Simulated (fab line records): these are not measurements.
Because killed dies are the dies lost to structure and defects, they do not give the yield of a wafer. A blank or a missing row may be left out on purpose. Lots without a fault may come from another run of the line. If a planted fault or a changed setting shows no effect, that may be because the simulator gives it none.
What tool caused it? | flow sky130 | 10 lots with 30 wafers sampled at 4 steps, on a route of 708 steps

== WHAT THE GAUGES SHOWED, per wafer ==
SKY_CAPM_THK_MEAS_01.
lot  | measured     | on           | CAPM_CVD_00_THK (nm)
L328 | day 36 12:54 | filmMetro-02 | 15.53 15.61 15.88
L331 | day 37 01:42 | filmMetro-04 | 15.44 15.75 15.40
L333 | day 38 00:33 | filmMetro-04 | 24.07 15.47 15.75 24.05 15.51 15.82
L337 | day 38 19:51 | filmMetro-04 | 24.17 24.00 15.81 24.16 24.05 15.81
L341 | day 39 20:58 | filmMetro-04 | 15.18 15.66 15.43
L345 | day 41 05:14 | filmMetro-02 | 15.35 15.72 15.63
L346 | day 41 11:50 | filmMetro-03 | 15.57 15.79 15.83
L347 | day 41 16:50 | filmMetro-04 | 15.55 15.86 15.75
L348 | day 42 08:38 | filmMetro-04 | 15.16 15.14 15.09
L350 | day 43 02:12 | filmMetro-04 | 15.41 15.83 15.70

== EACH LOT AND THE TOOL THAT RAN IT (in order: tool; ch and the chambers of the sampled wafers; start) ==
lot  | SKY_METAL2_DESCUM_17             | SKY_VIA2_ETCH_14                  | SKY_CAPM_CVD_00
L328 | rieMetal-03 ch 0,1, day 35 08:08 | rieDiel-04 ch 0,2,3, day 36 11:17 | pecvd-02 ch 1,2, day 36 12:52
L331 | rieMetal-03 ch 0,1, day 35 21:50 | rieDiel-04 ch 0,1,3, day 37 00:01 | pecvd-04 ch 0,2, day 37 01:41
L333 | rieMetal-02 ch 0,1, day 36 20:14 | rieDiel-03 ch 1,2, day 37 22:59   | pecvd-02 ch 1,2, day 38 00:31
L337 | rieMetal-03 ch 0,1, day 37 15:35 | rieDiel-03 ch 1,3, day 38 18:17   | pecvd-02 ch 0,1, day 38 19:49
L341 | rieMetal-02 ch 0,1, day 38 17:21 | rieDiel-01 ch 0,1,2, day 39 19:23 | pecvd-04 ch 0,2, day 39 20:55
L345 | rieMetal-04 ch 0,1, day 40 01:47 | rieDiel-01 ch 0,2,3, day 41 03:38 | pecvd-03 ch 0,1,2, day 41 05:12
L346 | rieMetal-04 ch 0, day 40 08:47   | rieDiel-03 ch 1,2, day 41 10:17   | pecvd-03 ch 1,2, day 41 11:49
L347 | rieMetal-02 ch 0,1, day 40 13:02 | rieDiel-04 ch 0,2,3, day 41 15:14 | pecvd-02 ch 0,2, day 41 16:48
L348 | rieMetal-04 ch 0,1, day 41 05:59 | rieDiel-03 ch 1,2,3, day 42 07:02 | pecvd-03 ch 0,1, day 42 08:36
L350 | rieMetal-04 ch 0,1, day 42 00:23 | rieDiel-01 ch 0,1,3, day 43 00:32 | pecvd-02 ch 0,1, day 43 02:10
- SKY_METAL2_DESCUM_17: chemistry O2, time 8 s.
- SKY_VIA2_ETCH_14: etches BARC in N2/H2, stops on SiO2, time 45.9 s, target depth 60 nm.
- SKY_CAPM_CVD_00: deposits SiO2, target thk 15.5 nm.

== THE ANSWER, worked out from the rows above alone ==
Rule: usual is defined by the lots themselves. Put in order of their means at a reading, lots are off if they are a third of the lots or fewer, leave a main group of 4 or more, and stand apart from it by a gap of 3 or more times the standard deviation of the main group's means; of several such gaps the widest counts. Not used: any main group whose means are identical at the precision the tables above print for the reading. A lot without any number at a reading at which 4 lots or more have one is off too. All remaining lots with rows at the step are treated as sound.
Off: at SKY_CAPM_THK_MEAS_01 (CAPM_CVD_00_THK), L333, L337. Mean 15.55 nm and standard deviation 0.19 in the main group.
If a tool, at a process step before that reading, ran all the lots that are off and no sound lot after the first of them, it fits. Gauges at SKY_CAPM_THK_MEAS_01: tried the same way as those tools. No candidate that was tried fits.

== WHAT THE SIMULATOR HAD INSERTED ==
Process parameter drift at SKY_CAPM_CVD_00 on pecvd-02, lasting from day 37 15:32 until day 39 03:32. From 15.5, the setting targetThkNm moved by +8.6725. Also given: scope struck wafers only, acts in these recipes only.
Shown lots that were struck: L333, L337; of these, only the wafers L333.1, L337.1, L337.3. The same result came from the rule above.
